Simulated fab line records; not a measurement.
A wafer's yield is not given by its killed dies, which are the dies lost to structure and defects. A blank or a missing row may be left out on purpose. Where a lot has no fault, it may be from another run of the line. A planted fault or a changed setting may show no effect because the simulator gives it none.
Split-lot study | flow sky130 | route with 708 steps; 5 lots, 23 wafers read

## SPLIT DETAILS
At SKY_VT_ADJUST_LVTN_EXPOSE_15 (exposes mask HVN STD DERIVED, target cd 600 nm), the setting dose_mj was moved away from the recipe's 163 on 8 of the 23 wafers read, by -4.5% to +2.7%. For the rest of the wafers, this setting stayed at what the recipe calls for.

## SPLIT TO READING: what lies between them in the file, 1 step
- SKY_VT_ADJUST_LVTN_PEB_16

## THE READING
VT_ADJUST_LVTN.cd_nm (the simulator's own value, which no gauge read), in nm, at SKY_VT_ADJUST_LVTN_DEVELOP_17 (develop time 60 s). The file does not state a usual value for it. Here, 15 wafers ran the recipe; their average is 601.8 nm with a standard deviation of 1.8 nm.

wafer  | tool, chamber at the split | dose_mj as run | against the recipe | VT_ADJUST_LVTN.cd_nm, nm | against lot-mates on the recipe
L075.1 | iline_stepper-01, 0        | 163            | recipe             | 601.2                    | -
L075.2 | iline_stepper-01, 0        | 155.8          | -4.4%              | 588.3                    | -11.7
L075.3 | iline_stepper-01, 0        | 155.8          | -4.4%              | 591                      | -9.0
L075.4 | iline_stepper-01, 0        | 163            | recipe             | 597.6                    | -
L075.5 | iline_stepper-01, 0        | 163            | recipe             | 601.1                    | -
L078.2 | iline_stepper-02, 0        | 163            | recipe             | 601.5                    | -
L078.3 | iline_stepper-02, 0        | 163            | recipe             | 601.3                    | -
L078.4 | iline_stepper-02, 0        | 158.3          | -2.9%              | 593.8                    | -8.7
L078.5 | iline_stepper-02, 0        | 158.3          | -2.9%              | 594.5                    | -8.0
L078.6 | iline_stepper-02, 0        | 163            | recipe             | 604.8                    | -
L079.2 | iline_stepper-02, 0        | 163            | recipe             | 602.8                    | -
L079.3 | iline_stepper-02, 0        | 155.6          | -4.5%              | 587.6                    | -14.8
L079.4 | iline_stepper-02, 0        | 163            | recipe             | 600.9                    | -
L079.5 | iline_stepper-02, 0        | 155.6          | -4.5%              | 591.1                    | -11.3
L079.6 | iline_stepper-02, 0        | 163            | recipe             | 603.4                    | -
L080.2 | iline_stepper-02, 0        | 167.4          | +2.7%              | 611.3                    | +7.9
L080.3 | iline_stepper-02, 0        | 167.4          | +2.7%              | 611.6                    | +8.2
L080.4 | iline_stepper-02, 0        | 163            | recipe             | 602.8                    | -
L080.5 | iline_stepper-02, 0        | 163            | recipe             | 603.7                    | -
L080.6 | iline_stepper-02, 0        | 163            | recipe             | 603.7                    | -
L084.1 | iline_stepper-02, 0        | 163            | recipe             | 601.7                    | -
L084.3 | iline_stepper-02, 0        | 163            | recipe             | 598.8                    | -
L084.6 | iline_stepper-02, 0        | 163            | recipe             | 602.2                    | -

THE FIT
A straight line over all 23 wafers: VT_ADJUST_LVTN.cd_nm changes by +2.9 nm for each +1% of dose_mj; r = +0.96; the points scatter about the line by 1.8 nm.
The same after taking each lot's own level away (the mean of its wafers on the recipe; 23 wafers): +2.72 nm for each +1%; r = +0.97; scatter 1.5 nm.
Per that fit: largest dose_mj move, reading shift of 12 nm.
From 599.97 to 603.40 nm: that is the span of the lots' own levels, equal to 1.9 times the standard deviation above.
So the lot-to-lot level changes the slope little: the two slopes agree.
Check: -11.7 nm against its lot-mates is what the line predicts for one of the wafers moved furthest among these (-4.5%) when that wafer is left out of the fit. Against them it came out at -14.8 nm.

## FURTHER SPLITS ON THESE WAFERS
Before the reading, these wafers also passed through other splits. Each is held against what the fit with the lots' levels taken away leaves over:
other split on the same wafers           | wafers away from the commonest value | r with VT_ADJUST_LVTN.cd_nm (lot level and that fit taken away)
SKY_FIELD_ISO_EXPOSE_10 dose_mj          | 8                                    | -0.31
SKY_NWELL_OXIDATION_01 ox_time_s         | 18                                   | -0.10
SKY_PWDE_COAT_02 resist_thk_nm           | 10                                   | +0.18
SKY_PWDE_DEVELOP_06 dev_temp_c           | 8                                    | +0.35
SKY_VT_ADJUST_LVTN_COAT_13 resist_thk_nm | 6                                    | -0.39

## THE FILE'S OWN FIT
VT_ADJUST_LVTN.cd_nm changes by +2.7 nm for each +1% of dose_mj, r = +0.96.
